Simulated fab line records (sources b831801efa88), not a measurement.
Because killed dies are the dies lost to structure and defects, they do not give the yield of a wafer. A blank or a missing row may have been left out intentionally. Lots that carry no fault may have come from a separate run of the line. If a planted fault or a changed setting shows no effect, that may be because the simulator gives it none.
fab line records ; flow sky130
record: lots: 6; wafers: 16; last-day: 50
route steps=708 shown SD_P@323 RES_XHIGH@332 PAD_OPEN@708
lots that met no fault: taken from a fault-free run of the same line
start-h: hours from the record's first day to the start of the lot's first wafer shown ; wait-h: how many hours have passed since the lot's step before this one ; " unchanged from the row above ; L1.1+2: a row that stands for several wafers ; - no value, or no start given ; * or withheld: withheld ; < > ~ a bound
route shown NAME@n: names a module that has steps shown in the file, with the first one's number in the route ; usual: average and standard deviation across the fault-free wafers ; same: alike in all rows ; chamber/n: place in a boat ; sites: readings site by site ; _std_site: standard deviation of those values ; _edge_site: outer sites' mean less inner sites' ; radius-mm: how far each site lies from the wafer's centre ; mask NAME#n: copy n ; behind: the tool/chamber that last shaped the wafer ; hold: why the lot was held/for how many hours/how that ended ; device: names the non-switching transistor (n, p or np) ; end of line: tests run on the same wafers once the route is complete ; a step given without rows: its recipe and nothing more ; killed: count of dies lost to structure and defects at first sort (not the wafer's yield) ; map: dies across one wafer; x = killed, . = not, _ = none there
set.NAME: the run value of the setting; set.NAME@STEP: its run value at that earlier step ; model.NAME: the simulator's own value behind a step, which no gauge read
lots seen at some steps along the route; tables by step, rows by wafer
services: from which hour (start-h, from the record's first day; less than 0 if before it) a tool's chamber was out of use, for how many hours, and why
== steps ==
step: SKY_SD_P_SOFTBAKE_03
recipe: temp-c: 90; time-s: 60; resist: NOVOLAK
step: SKY_SD_P_EXPOSE_04
recipe: mask-id: PSDM; na: 0.6; source-shape: conventional; sigma-outer: 0.6; polarization: unpolarized; target-cd-nm: 380; dose-mj: 138
step: SKY_SD_P_PEB_05
recipe: temp-c: withheld; time-s: *; resist: NOVOLAK
step: SKY_SD_P_DEVELOP_06
recipe: resist: NOVOLAK; developer: TMAH; develop-time-s: 60; dev-temp-c: 23
step: SKY_SD_P_CD_MEAS_07
recipe: target-cd-nm: 380
usual: cd-nm: 379.5/2.3
lot.wafer;tool;chamber;start-h;wait-h;cd-nm
L814.1;cd-sem-01;-;633.61;0.1;377.7
L814.4;cd-sem-01;-;633.61;0.1;381.4
L814.5;cd-sem-01;-;633.61;0.1;378.8
L823.1;cd-sem-01;-;746.55;0.1;378.3
L823.4;cd-sem-01;-;746.55;0.1;381.2
L823.5;cd-sem-01;-;746.55;0.1;378.3
L822.2;cd-sem-01;-;747.98;0.1;379.5
L822.4;cd-sem-01;-;747.98;0.1;377.2
L822.6;cd-sem-01;-;747.98;0.1;376.7
L824.2;cd-sem-02;-;748.28;0.1;379.6
L824.4;cd-sem-02;-;748.28;0.1;382.3
L824.6;cd-sem-02;-;748.28;0.1;380.1
L830.3;cd-sem-01;-;770.06;0.1;378.0
L830.5;cd-sem-01;-;770.06;0.1;378.7
L832.3;cd-sem-02;-;789.09;0.1;383.4
L832.6;cd-sem-02;-;789.09;0.1;375.9
step: SKY_SD_P_OVL_MEAS_08
usual: SD_P_OVL: -0.2/1.8
lot.wafer;tool;chamber;start-h;wait-h;SD_P_OVL[nm]
L814.1;overlay-02;-;633.73;0.1;0.5
L814.4;overlay-02;-;633.73;0.1;0.6
L814.5;overlay-02;-;633.73;0.1;1.1
L823.1;overlay-02;-;746.67;0.1;1.3
L823.4;overlay-02;-;746.67;0.1;-0.3
L823.5;overlay-02;-;746.67;0.1;-0.1
L822.2;overlay-02;-;748.09;0.1;0.3
L822.4;overlay-02;-;748.09;0.1;-2.6
L822.6;overlay-02;-;748.09;0.1;0.1
L824.2;overlay-02;-;748.39;0.1;-2.8
L824.4;overlay-02;-;748.39;0.1;-2.2
L824.6;overlay-02;-;748.39;0.1;-2.5
L830.3;overlay-01;-;770.15;0.1;1.4
L830.5;overlay-01;-;770.15;0.1;2.0
L832.3;overlay-01;-;789.18;0.1;-0.5
L832.6;overlay-01;-;789.18;0.1;0.1
step: SKY_SD_P_IMPLANT_09
recipe: species: BF2; energy-kev: 20; dose-cm2: 3e+15; tilt-deg: 0
step: SKY_SD_P_STRIP_10
recipe: chemistry: O2/N2; power-w: 1400; pressure-mtorr: 1500; platen-temp-c: withheld; o2-flow-sccm: 3000; n2-flow-sccm: 300; overash-fraction: 0.5
usual: drypump-motor-current-A: 6.0/0.48; oes-product-au: 0.617/0.0045; strip-time-to-endpoint-s: 17.49/0.045
lot.wafer;tool;chamber;start-h;wait-h;drypump-motor-current-A;oes-product-au;rf-hours-counter-h;strip-time-to-endpoint-s
L814.1;plasma-asher-04;1;633.92;0.1;5.1;0.614;20;17.55
L814.4;plasma-asher-04;1;633.92;0.1;5.1;0.623;-;17.56
L814.5;plasma-asher-04;0;633.92;0.1;6.3;0.610;-;17.50
L823.1;plasma-asher-04;1;746.86;0.1;5.1;0.611;31;17.50
L823.4;plasma-asher-04;0;746.86;0.1;6.3;0.622;-;17.52
L823.5;plasma-asher-04;0;746.86;0.1;6.3;0.622;-;17.54
L822.2;plasma-asher-04;0;748.27;0.1;6.3;0.619;32;17.53
L822.4;plasma-asher-04;0;748.27;0.1;6.3;0.613;-;17.52
L822.6;plasma-asher-04;1;748.27;0.1;5.0;0.613;-;17.50
L824.2;plasma-asher-02;0;748.57;0.1;6.4;0.616;93;17.49
L824.4;plasma-asher-02;0;748.57;0.1;6.4;0.618;-;17.45
L824.6;plasma-asher-02;1;748.57;0.1;6.3;0.617;-;17.44
L830.3;plasma-asher-02;1;770.36;0.1;6.3;0.621;-;17.45
L830.5;plasma-asher-02;1;770.36;0.1;6.3;0.622;-;17.45
L832.3;plasma-asher-04;1;789.39;0.1;5.1;0.620;-;17.54
L832.6;plasma-asher-04;1;789.39;0.1;5.0;0.620;-;17.53
step: SKY_SD_P_TW_MEAS_11
usual: SD_P_TW: 2827/18
lot.wafer;tool;chamber;start-h;wait-h;SD_P_TW
L814.1;film-metro-03;-;634.02;0.1;2817
L814.4;film-metro-03;-;634.02;0.1;2799
L814.5;film-metro-03;-;634.02;0.1;2824
L823.1;film-metro-02;-;746.96;0.1;2861
L823.4;film-metro-02;-;746.96;0.1;2838
L823.5;film-metro-02;-;746.96;0.1;2854
L822.2;film-metro-02;-;748.38;0.1;2830
L822.4;film-metro-02;-;748.38;0.1;2845
L822.6;film-metro-02;-;748.38;0.1;2850
L824.2;film-metro-03;-;748.68;0.1;2815
L824.4;film-metro-03;-;748.68;0.1;2804
L824.6;film-metro-03;-;748.68;0.1;2797
L830.3;film-metro-03;-;770.45;0.1;2798
L830.5;film-metro-03;-;770.45;0.1;2798
L832.3;film-metro-02;-;789.48;0.1;2816
L832.6;film-metro-02;-;789.48;0.1;2822
step: SKY_RES_XHIGH_DEHYDRATE_00
recipe: temp-c: 200; time-s: 60
step: SKY_RES_XHIGH_HMDS_01
recipe: prime-time-s: 60; prime-temp-c: 120
step: SKY_RES_XHIGH_COAT_02
recipe: resist: NOVOLAK; spin-rpm: 3000; resist-thk-nm: 1140
step: SKY_RES_XHIGH_SOFTBAKE_03
recipe: temp-c: 90; time-s: 60; resist: NOVOLAK
usual: run-length-s: 89.03/0.22
lot.wafer;tool;chamber;start-h;wait-h;run-length-s
L814.1;litho-track-03;0;648.42;0.1;88.87
L814.4;litho-track-03;0;648.42;0.1;88.74
L814.5;litho-track-03;0;648.42;0.1;88.62
L823.1;litho-track-02;0;759.55;0.1;89.30
L823.4;litho-track-02;0;759.55;0.1;89.11
L823.5;litho-track-02;0;759.55;0.1;89.26
L822.2;litho-track-04;0;761.18;0.1;88.98
L822.4;litho-track-04;0;761.18;0.1;89.05
L822.6;litho-track-04;0;761.18;0.1;89.13
L824.2;litho-track-03;0;761.45;0.1;88.84
L824.4;litho-track-03;0;761.45;0.1;88.71
L824.6;litho-track-03;0;761.45;0.1;88.79
L830.3;litho-track-02;0;782.40;0.1;102.82
L830.5;litho-track-02;0;782.40;0.1;89.04
L832.3;litho-track-02;0;800.65;0.1;102.59
L832.6;litho-track-02;0;800.65;0.1;102.86
step: SKY_RES_XHIGH_EXPOSE_04
recipe: mask-id: URPM; na: 0.6; source-shape: conventional; sigma-outer: 0.6; polarization: unpolarized; target-cd-nm: 1270; dose-mj: 140
step: SKY_PAD_OPEN_PROBE_99
usual: killed_at_M0_to_M3: 43/6.6; killed_at_M4_up: 3.2/1.8; killed-at-contacts: 24/5; killed-at-front-end: 15/4.5; killed-at-other: 0.2/0.46; killed-dies: 86/8.8; killed-open: 48/6.6; killed-short: 38/6.1
same: gross-dies: 492; killed-at-back-side: 0
lot.wafer;tool;chamber;start-h;wait-h;killed_at_M0_to_M3;killed_at_M4_up;killed-at-contacts;killed-at-front-end;killed-at-other;killed-dies;killed-open;killed-short
L814.1;prober-02;-;1107.70;0.1;56;2;21;9;0;88;49;39
L814.4;prober-02;-;1107.85;0.2;38;2;22;16;0;78;49;29
L814.5;prober-02;-;1107.90;0.2;42;6;13;22;0;83;44;39
L823.1;prober-01;-;1178.48;0.1;50;3;19;20;0;92;45;47
L823.4;prober-01;-;1178.63;0.2;41;3;20;15;0;79;49;30
L823.5;prober-01;-;1178.68;0.2;43;2;22;18;0;85;52;33
L822.2;prober-02;-;1182.66;0.1;38;3;28;15;0;84;49;35
L822.4;prober-02;-;1182.76;0.2;33;4;27;17;2;83;51;32
L822.6;prober-02;-;1182.86;0.2;34;0;25;21;1;81;37;44
L824.2;prober-01;-;1183.31;0.1;40;1;30;15;0;86;53;33
L824.4;prober-01;-;1183.41;0.2;43;5;26;15;0;89;50;39
L824.6;prober-01;-;1183.51;0.2;47;5;38;12;0;102;59;43
L830.3;prober-01;-;1194.79;0.2;43;4;21;24;0;92;52;40
L830.5;prober-01;-;1194.89;0.2;43;3;17;14;0;77;47;30
L832.3;prober-01;-;1208.93;0.2;50;6;22;6;1;85;39;46
L832.6;prober-01;-;1209.08;0.2;46;9;22;14;0;91;46;45
killed by level:class
L814.1 VIA1:geometric-particle:open=18 VIA3:geometric-particle:open=8 VIA1:geometric-particle:short=8 CONTACT:geometric-particle:open=7 POLY_GATE:geometric-particle:short=5 CONTACT:geometric-particle:short=5 LI_CONTACT:geometric-particle:open=4 METAL2:geometric-particle:short=4
L814.4 VIA1:geometric-particle:open=11 CONTACT:geometric-particle:open=9 FIELD_ISO:geometric-particle:open=5 POLY_GATE:geometric-particle:open=5 METAL1:geometric-particle:short=5 VIA2:geometric-particle:open=5 LI_CONTACT:geometric-particle:short=4 VIA3:geometric-particle:open=4
L814.5 VIA1:geometric-particle:open=7 FIELD_ISO:geometric-particle:open=6 CONTACT:geometric-particle:open=6 METAL1:geometric-particle:short=6 VIA1:geometric-particle:short=6 FIELD_ISO:geometric-particle:short=5 VIA2:geometric-particle:short=5 VIA2:geometric-particle:open=5
L823.1 LI_CONTACT:geometric-particle:open=9 FIELD_ISO:geometric-particle:short=7 METAL2:geometric-particle:short=7 VIA3:geometric-particle:open=7 VIA1:geometric-particle:open=6 FIELD_ISO:geometric-particle:open=5 METAL3:geometric-particle:short=5 CONTACT:geometric-particle:open=5
L823.4 VIA3:geometric-particle:open=9 VIA2:geometric-particle:open=7 CONTACT:geometric-particle:open=7 LI_CONTACT:geometric-particle:open=6 POLY_GATE:geometric-particle:open=4 POLY_GATE:geometric-particle:short=4 METAL1:geometric-particle:open=4 METAL1:geometric-particle:short=4
L823.5 VIA1:geometric-particle:open=12 VIA3:geometric-particle:open=10 POLY_GATE:geometric-particle:open=6 LI_CONTACT:geometric-particle:short=6 LI_CONTACT:geometric-particle:open=5 METAL1:geometric-particle:short=5 CONTACT:geometric-particle:open=5 CONTACT:geometric-particle:short=5
L822.2 CONTACT:geometric-particle:open=10 VIA1:geometric-particle:open=10 METAL1:geometric-particle:short=8 LI_CONTACT:geometric-particle:open=7 VIA2:geometric-particle:open=7 LOCAL_INTERCONNECT:geometric-particle:short=6 METAL2:geometric-particle:short=5 FIELD_ISO:geometric-particle:open=3
L822.4 LI_CONTACT:geometric-particle:open=9 CONTACT:geometric-particle:open=9 VIA1:geometric-particle:open=8 VIA2:geometric-particle:open=8 FIELD_ISO:geometric-particle:open=5 METAL2:geometric-particle:short=4 METAL1:geometric-particle:short=4 CONTACT:geometric-particle:short=4
L822.6 METAL2:geometric-particle:short=8 LI_CONTACT:geometric-particle:short=7 CONTACT:geometric-particle:open=7 VIA1:geometric-particle:open=7 VIA2:geometric-particle:open=7 FIELD_ISO:geometric-particle:open=5 POLY_GATE:geometric-particle:open=5 CONTACT:geometric-particle:short=5
L824.2 CONTACT:geometric-particle:open=15 VIA1:geometric-particle:open=10 CONTACT:geometric-particle:short=7 FIELD_ISO:geometric-particle:open=6 VIA3:geometric-particle:short=6 VIA3:geometric-particle:open=6 LI_CONTACT:geometric-particle:open=5 VIA2:geometric-particle:open=5
L824.4 VIA1:geometric-particle:open=13 CONTACT:geometric-particle:open=11 VIA2:geometric-particle:open=7 LI_CONTACT:geometric-particle:open=6 POLY_GATE:geometric-particle:short=5 METAL2:geometric-particle:short=5 METAL3:geometric-particle:short=5 FIELD_ISO:geometric-particle:short=4
L824.6 CONTACT:geometric-particle:open=17 LI_CONTACT:geometric-particle:open=11 METAL1:geometric-particle:short=8 CONTACT:geometric-particle:short=7 METAL2:geometric-particle:short=7 VIA2:geometric-particle:open=7 VIA3:geometric-particle:open=7 VIA1:geometric-particle:open=6
L830.3 CONTACT:geometric-particle:open=12 VIA1:geometric-particle:short=9 VIA1:geometric-particle:open=9 FIELD_ISO:geometric-particle:open=7 VIA2:geometric-particle:open=7 FIELD_ISO:geometric-particle:short=6 VIA3:geometric-particle:open=5 METAL1:geometric-particle:short=5
L830.5 VIA1:geometric-particle:open=15 CONTACT:geometric-particle:open=7 METAL1:geometric-particle:short=5 VIA2:geometric-particle:open=5 METAL2:geometric-particle:short=4 VIA3:geometric-particle:open=4 VIA3:geometric-particle:short=4 POLY_GATE:geometric-particle:short=3
L832.3 VIA1:geometric-particle:open=16 METAL1:geometric-particle:short=10 LOCAL_INTERCONNECT:geometric-particle:short=7 METAL2:geometric-particle:short=6 METAL4:geometric-particle:short=6 LI_CONTACT:geometric-particle:open=5 LI_CONTACT:geometric-particle:short=4 CONTACT:geometric-particle:short=4
L832.6 VIA1:geometric-particle:open=12 CONTACT:geometric-particle:open=11 VIA3:geometric-particle:open=10 METAL1:geometric-particle:short=9 METAL4:geometric-particle:short=7 POLY_GATE:geometric-particle:short=6 CONTACT:geometric-particle:short=5 VIA3:geometric-particle:short=5
== services ==
tool;chamber;start-h;hours;kind
plasma-asher-02;-;619.53;0.8;repair
plasma-asher-04;-;630.83;3.0;repair
plasma-asher-04;-;634.47;2.8;pm
== key ==
first-sign: step: SKY_RES_XHIGH_SOFTBAKE_03; reading: run-length-s; direction: up; sigmas: 63; usual: *; struck: *
effect none on later readings
met-at SKY_RES_XHIGH_SOFTBAKE_03
struck-wafers L830.3,L832.3,L832.6
tester-left-out L830,L832
onset-between 759.55 782.40
fault: kind: process-parameter-drift; tool: litho-track-02; chamber: -; onset-h: 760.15; steps: SKY_RES_XHIGH_SOFTBAKE_03; channel: time-s; offset: *; shape: step; end-h: 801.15; scope: struck-wafers-only; acts-in: *; stated: *
tester-left-out: of these lots the tester's yield and bins aren't shown, on N5 and GAA mostly nor the transistor test; their killed dies are dies lost to structure and defects alone, not to doping, threshold or leakage, so they don't give the yield
